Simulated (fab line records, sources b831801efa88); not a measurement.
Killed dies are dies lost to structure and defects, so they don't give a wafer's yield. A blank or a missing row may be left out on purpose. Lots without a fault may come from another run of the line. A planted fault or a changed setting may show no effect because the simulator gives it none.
Tool commonality check | flow gf180mcu | 13 lots, 39 wafers sampled

WHY IT WAS OPENED
At GF_HV_LDD_RS_MEAS_53 the reading HV_LDD_RS is flagged on 2 of 13 lots. Wafers without a fault read 418.4 ohm/sq, standard deviation 1.1.
Rule: a lot is flagged when every wafer of it that has a number lies more than 4 standard deviations from that mean, or none has a number. The other lots count as sound.

lot  | measured     | on            | HV_LDD_RS (ohm/sq), wafer by wafer | flag
L592 | day 12 17:05 | film_metro-04 | 420.2 420.3 419.9                  |
L596 | day 13 22:04 | film_metro-01 | 418.0 418.8 417.7                  |
L597 | day 14 06:04 | film_metro-01 | 418.8 419.4 418.2                  |
L598 | day 14 10:09 | film_metro-04 | 420.2 418.7 418.7                  |
L599 | day 14 15:53 | film_metro-04 | 417.7 417.6 419.5                  |
L603 | day 16 04:20 | film_metro-01 | 417.9 418.7 417.8                  |
L604 | day 16 09:24 | film_metro-03 | 377.0 375.0 376.1                  | FLAGGED
L605 | day 16 19:47 | film_metro-01 | 375.1 374.7 376.0                  | FLAGGED
L610 | day 18 08:16 | film_metro-03 | 418.7 417.2 418.5                  |
L611 | day 18 21:58 | film_metro-03 | 417.4 418.2 418.1                  |
L612 | day 19 02:12 | film_metro-04 | 418.2 417.9 418.0                  |
L613 | day 19 09:34 | film_metro-01 | 418.9 417.4 416.6                  |
L614 | day 19 17:15 | film_metro-01 | 418.4 418.3 417.4                  |
The numbers of the flagged lots are 375.6 ohm/sq on average: -42.8 ohm/sq against the usual, or -39 standard deviations.

WHICH TOOL RAN EACH LOT
The record holds 1 process step before the reading, out of a route of 602 steps. In each cell: the tool, then ch and the chambers that the sampled wafers went through, then the start.
lot  | flag    | GF_HV_LDD_IMPLANT_36
L592 |         | implanter-01 ch 0, day 11 21:26
L596 |         | implanter-04 ch 0, day 13 00:34
L597 |         | implanter-04 ch 0, day 13 08:32
L598 |         | implanter-01 ch 0, day 13 12:47
L599 |         | implanter-01 ch 0, day 13 18:17
L603 |         | implanter-04 ch 0, day 15 05:35
L604 | FLAGGED | implanter-01 ch 0, day 15 11:05
L605 | FLAGGED | implanter-01 ch 0, day 15 20:45
L610 |         | implanter-02 ch 0, day 17 08:36
L611 |         | implanter-04 ch 0, day 17 21:36
L612 |         | implanter-02 ch 0, day 18 02:02
L613 |         | implanter-04 ch 0, day 18 08:50
L614 |         | implanter-02 ch 0, day 18 16:41
What these steps do:
- GF_HV_LDD_IMPLANT_36
- GF_HV_LDD_RS_MEAS_53: measures by four-point-probe.

FLAGGED OVER TOTAL, TOOL BY TOOL (the gauges that took the reading come last)
step                 | tool          | lots run | flagged | share of the flagged lots | sound lots run after its first flagged lot
GF_HV_LDD_IMPLANT_36 | implanter-01  | 5        | 2       | all                       | 0
GF_HV_LDD_IMPLANT_36 | implanter-02  | 3        | 0       | none                      | -
GF_HV_LDD_IMPLANT_36 | implanter-04  | 5        | 0       | none                      | -
GF_HV_LDD_RS_MEAS_53 | film_metro-01 | 6        | 1       | some                      | 2 (L613,L614)
GF_HV_LDD_RS_MEAS_53 | film_metro-03 | 3        | 1       | some                      | 2 (L610,L611)
GF_HV_LDD_RS_MEAS_53 | film_metro-04 | 4        | 0       | none                      | -

WHAT THE TABLE ALLOWS
1 row of the table ran every flagged lot: implanter-01 at GF_HV_LDD_IMPLANT_36.
- implanter-01 at GF_HV_LDD_IMPLANT_36: 2 of its 5 lots flagged. Its last sound lot is L599 (day 13 18:17), its first flagged lot L604 (day 15 11:05): a fault that began between those two fits. Its own readings lie more than 4 standard deviations out on every wafer of the flagged lots: tilt_deg.
One tool is left: implanter-01 at GF_HV_LDD_IMPLANT_36.

WHAT THE SIMULATOR HAD PUT IN
Process parameter drift: implanter-01, from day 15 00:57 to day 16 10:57, at GF_HV_LDD_IMPLANT_36. Setting tilt_deg, moved by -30, from 30. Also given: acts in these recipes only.
Lots struck among those shown: L604, L605. The rule above found the same.
